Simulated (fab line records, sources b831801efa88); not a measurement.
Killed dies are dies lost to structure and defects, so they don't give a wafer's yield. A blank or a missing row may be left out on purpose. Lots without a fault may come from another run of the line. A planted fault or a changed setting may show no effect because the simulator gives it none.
fab line records | flow sky130 | part 2 of 2: steps 30 to 40 of 40
record lots=5 wafers=15 last_day=50
route steps=708 shown METAL4@637 VIA4@639 METAL5@661
lots that met no fault: from a run of the same line without faults
start_h: hours from the record's first day to the start of the lot's first wafer shown | wait_h: hours since the lot's step before | " the same as in the row above | L1.1+2: a row that stands for several wafers | - no value, or no start given | * or withheld: withheld | < > ~ a bound
route shown NAME@n: a module of which the file shows steps, and the number in the route of the first | usual: mean/standard deviation of fault-free wafers | same: alike in all rows | chamber/n: place in a boat | sites: the reading at each site | _std_site: their standard deviation | _edge_site: outer sites' mean less inner sites' | radius_mm: how far each site lies from the wafer's centre | mask NAME#n: copy n | behind: the tool/chamber that last shaped the wafer | hold: why the lot was held/for how many hours/how that ended | device: the transistor (n, p or np) that didn't switch | end of line: the same wafers' tests at the end of the route | a step without rows: its recipe alone | killed: dies lost to structure and defects at the first sort, not the wafer's yield | map: a wafer's dies, x killed, . not, _ none there
set.NAME: the setting as run; set.NAME@STEP: as run at that earlier step | model.NAME: the simulator's own value behind a step, which no gauge read
lots at some steps of the route; a table a step, a row a wafer
services: from which hour (start_h, from the record's first day; less than 0 if before it) a tool's chamber was out of use, for how many hours, and why
## steps
# step SKY_METAL5_RS_MEAS_05
# recipe thk_meas_gauge=four-point-probe reads=TiN_of_METAL5_SPUTTER_04+Ti_of_METAL5_SPUTTER_03+AlCu_of_METAL5_SPUTTER_02+TiN_of_METAL5_SPUTTER_01+Ti_of_METAL5_SPUTTER_00
# usual METAL5_ALCU_RS=0.0270/0.00036
# columns lot.wafer tool chamber start_h wait_h METAL5_ALCU_RS[ohm/sq]
L080.1 film_metro-02 - 1042.12 0.0 0.0274
L080.3 " - " " 0.0273
L080.4 " - " " 0.0268
L081.1 film_metro-04 - 1049.85 0.0 0.0267
L081.3 " - " " 0.0270
L081.5 " - " " 0.0267
L089.1 film_metro-03 - 1093.85 0.0 0.0272
L089.3 " - " " 0.0269
L089.6 " - " " 0.0268
L091.2 film_metro-04 - 1107.05 0.0 0.0268
L091.4 " - " " 0.0270
L091.6 " - " " 0.0262
L096.2 film_metro-04 - 1140.19 0.0 0.0267
L096.4 " - " " 0.0268
L096.6 " - " " 0.0269
# step SKY_METAL5_THK_MEAS_06
# recipe thk_meas_gauge=xrf reads=AlCu_of_METAL5_SPUTTER_02
# usual METAL5_ALCU_THK=1160/17
# columns lot.wafer tool chamber start_h wait_h METAL5_ALCU_THK[nm]
L080.1 film_metro-02 - 1042.24 0.1 1152
L080.3 " - " " 1150
L080.4 " - " " 1183
L081.1 film_metro-04 - 1049.97 0.1 1162
L081.3 " - " " 1153
L081.5 " - " " 1156
L089.1 film_metro-03 - 1093.97 0.1 1164
L089.3 " - " " 1169
L089.6 " - " " 1180
L091.2 film_metro-04 - 1107.16 0.1 1163
L091.4 " - " " 1159
L091.6 " - " " 1193
L096.2 film_metro-04 - 1140.30 0.1 1165
L096.4 " - " " 1157
L096.6 " - " " 1159
# step SKY_METAL5_DEHYDRATE_07
# recipe temp_c=200 time_s=60
# columns lot.wafer tool chamber start_h wait_h
L080.1+3+4 litho_track-04 0 1052.46 10.2
L081.1+3+5 litho_track-04 0 1060.41 10.4
L089.1+3+6 litho_track-04 0 1103.67 9.7
L091.2+4+6 litho_track-01 0 1116.55 9.4
L096.2+4+6 litho_track-03 0 1148.08 7.8
# step SKY_METAL5_HMDS_08
# recipe prime_time_s=60 prime_temp_c=120
# same prime_time_s=60
# columns lot.wafer tool chamber start_h wait_h
L080.1+3+4 litho_track-04 0 1052.61 0.1
L081.1+3+5 litho_track-04 0 1060.56 0.1
L089.1+3+6 litho_track-04 0 1103.82 0.1
L091.2+4+6 litho_track-01 0 1116.70 0.1
L096.2+4+6 litho_track-03 0 1148.23 0.1
# step SKY_METAL5_COAT_09
# recipe resist=NOVOLAK spin_rpm=3000 resist_thk_nm=1800
# columns lot.wafer tool chamber start_h wait_h
L080.1+3+4 litho_track-04 0 1052.76 0.1
L081.1+3+5 litho_track-04 0 1060.71 0.1
L089.1+3+6 litho_track-04 0 1103.97 0.1
L091.2+4+6 litho_track-01 0 1116.85 0.1
L096.2+4+6 litho_track-03 0 1148.38 0.1
# step SKY_METAL5_SOFTBAKE_10
# recipe temp_c=90 time_s=60 resist=NOVOLAK
# columns lot.wafer tool chamber start_h wait_h
L080.1+3+4 litho_track-04 0 1052.91 0.1
L081.1+3+5 litho_track-04 0 1060.86 0.1
L089.1+3+6 litho_track-04 0 1104.12 0.1
L091.2+4+6 litho_track-01 0 1117.00 0.1
L096.2+4+6 litho_track-03 0 1148.53 0.1
# step SKY_METAL5_EXPOSE_11
# recipe mask_id=MM5 na=0.6 source_shape=conventional sigma_outer=0.6 polarization=unpolarized target_cd_nm=1600 dose_mj=190
# usual reticle_temp_C=23.00/0.11
# columns lot.wafer tool chamber start_h wait_h mask reticle_temp_C
L080.1 iline_stepper-02 0 - - MM5#0 22.90
L080.3 " 0 " " MM5#0 23.00
L080.4 " 0 " " MM5#0 22.90
L081.1 iline_stepper-01 0 - - MM5#0 22.92
L081.3 " 0 " " MM5#0 22.96
L081.5 " 0 " " MM5#0 23.08
L089.1 iline_stepper-02 0 - - MM5#0 23.15
L089.3 " 0 " " MM5#0 23.01
L089.6 " 0 " " MM5#0 23.17
L091.2 iline_stepper-02 0 - - MM5#0 22.88
L091.4 " 0 " " MM5#0 22.80
L091.6 " 0 " " MM5#0 22.88
L096.2 iline_stepper-01 0 - - MM5#0 23.09
L096.4 " 0 " " MM5#0 22.92
L096.6 " 0 " " MM5#0 23.03
# step SKY_METAL5_PEB_12
# recipe temp_c=withheld time_s=* resist=NOVOLAK
# columns lot.wafer tool chamber start_h wait_h
L080.1+3+4 litho_track-04 0 - -
L081.1+3+5 litho_track-04 0 - -
L089.1+3+6 litho_track-04 0 - -
L091.2+4+6 litho_track-01 0 - -
L096.2+4+6 litho_track-01 0 - -
# step SKY_METAL5_DEVELOP_13
# recipe resist=NOVOLAK developer=TMAH develop_time_s=60 dev_temp_c=23
# columns lot.wafer tool chamber start_h wait_h
L080.1+3+4 litho_track-04 0 1063.51 0.1
L081.1+3+5 litho_track-04 0 1071.06 0.1
L089.1+3+6 litho_track-04 0 1114.12 0.1
L091.2+4+6 litho_track-01 0 1126.60 0.1
L096.2+4+6 litho_track-01 0 1157.50 0.1
# step SKY_METAL5_DESCUM_14
# recipe chemistry=O2 source_power_w=150 bias_power_w=0 pressure_mtorr=10 temp_c=40 time_s=11
# usual drypump_motor_current_A=5.80/0.29 oes_product_au=0.992/0.011
# columns lot.wafer tool chamber start_h wait_h drypump_motor_current_A oes_product_au rf_hours_counter_h
L080.1 rie_metal-03 0 1063.66 0.1 5.41 0.976 4
L080.3 " 0 " " 5.42 0.983 -
L080.4 " 0 " " 5.42 0.984 -
L081.1 rie_metal-02 0 1071.21 0.1 5.69 0.997 10
L081.3 " 0 " " 5.66 0.981 -
L081.5 " 1 " " 6.18 1.002 -
L089.1 rie_metal-02 1 1114.27 0.1 6.11 1.010 5
L089.3 " 0 " " 5.67 0.990 -
L089.6 " 0 " " 5.64 1.005 -
L091.2 rie_metal-04 0 1126.72 0.1 6.18 0.984 27
L091.4 " 0 " " 6.18 0.983 -
L091.6 " 1 " " 5.52 0.983 -
L096.2 rie_metal-02 0 1157.62 0.1 5.70 0.999 16
L096.4 " 1 " " 6.16 1.002 -
L096.6 " 0 " " 5.70 0.998 -
# step SKY_METAL5_METAL_ETCH_15
# recipe target_depth_a=12600 stop_on=SiO2 over_etch_frac=0.2 time_s=252 chemistry=Cl2/BCl3 resist_sidewall_deg=86 pressure_mtorr=10 icp_w=900 bias_w=48.5 Cl2_flow_sccm=60 bcl3_flow_sccm=30
# usual drypump_motor_current_A=5.80/0.29 oes_product_au=0.894/0.005 throttle_valve_pct=22.264/0.0084
# same over_etch_frac=0.2
# columns lot.wafer tool chamber start_h wait_h drypump_motor_current_A oes_product_au rf_hours_counter_h throttle_valve_pct
L080.1 rie_metal-03 0 1063.73 0.1 5.42 0.896 4 22.269
L080.3 " 0 " " 5.40 0.890 - 22.259
L080.4 " 0 " " 5.38 0.891 - 22.261
L081.1 rie_metal-02 0 1071.26 0.0 5.71 0.895 10 22.266
L081.3 " 0 " " 5.70 0.892 - 22.258
L081.5 " 1 " " 6.15 0.895 - 22.274
L089.1 rie_metal-02 1 1114.30 0.0 6.17 0.898 5 22.267
L089.3 " 0 " " 5.70 0.902 - 22.251
L089.6 " 0 " " 5.68 0.892 - 22.264
L091.2 rie_metal-04 0 1126.75 0.0 6.17 0.891 27 22.256
L091.4 " 0 " " 6.17 0.894 - 22.267
L091.6 " 1 " " 5.53 0.893 - 22.258
L096.2 rie_metal-02 0 1157.66 0.0 5.68 0.895 16 22.265
L096.4 " 1 " " 6.15 0.902 - 22.257
L096.6 " 0 " " 5.67 0.899 - 22.249
## services
# columns tool chamber start_h hours kind
cmp-02 - 1005.00 1.9 repair
cvd_w-01 1 1009.28 8.0 repair
pvd_sputter-04 - 1014.41 4.7 repair
iline_stepper-02 - 1015.88 1.7 pm
wet_bench-02 - 1016.85 0.6 repair
cmp-01 - 1017.02 1.7 repair
cmp-01 - 1022.14 8.7 pm
pvd_sputter-01 - 1029.06 4.6 repair
pvd_sputter-01 - 1051.12 1.1 repair
cmp-01 - 1057.03 0.6 repair
pvd_sputter-04 - 1057.39 1.8 repair
cmp-01 - 1074.24 0.7 repair
wet_bench-02 - 1076.34 0.5 repair
cmp-01 - 1098.36 1.2 repair
cmp-01 - 1099.53 4.0 pm
rie_metal-02 - 1100.20 0.5 repair
iline_stepper-01 - 1103.23 2.6 repair
cmp-02 - 1104.33 0.6 repair
cmp-01 - 1109.59 1.2 repair
cmp-02 - 1112.76 1.6 repair
pvd_sputter-02 - 1124.88 1.7 repair
rie_metal-02 0 1140.08 8.7 repair
iline_stepper-02 - 1144.43 3.9 repair
iline_stepper-02 - 1148.38 4.3 pm
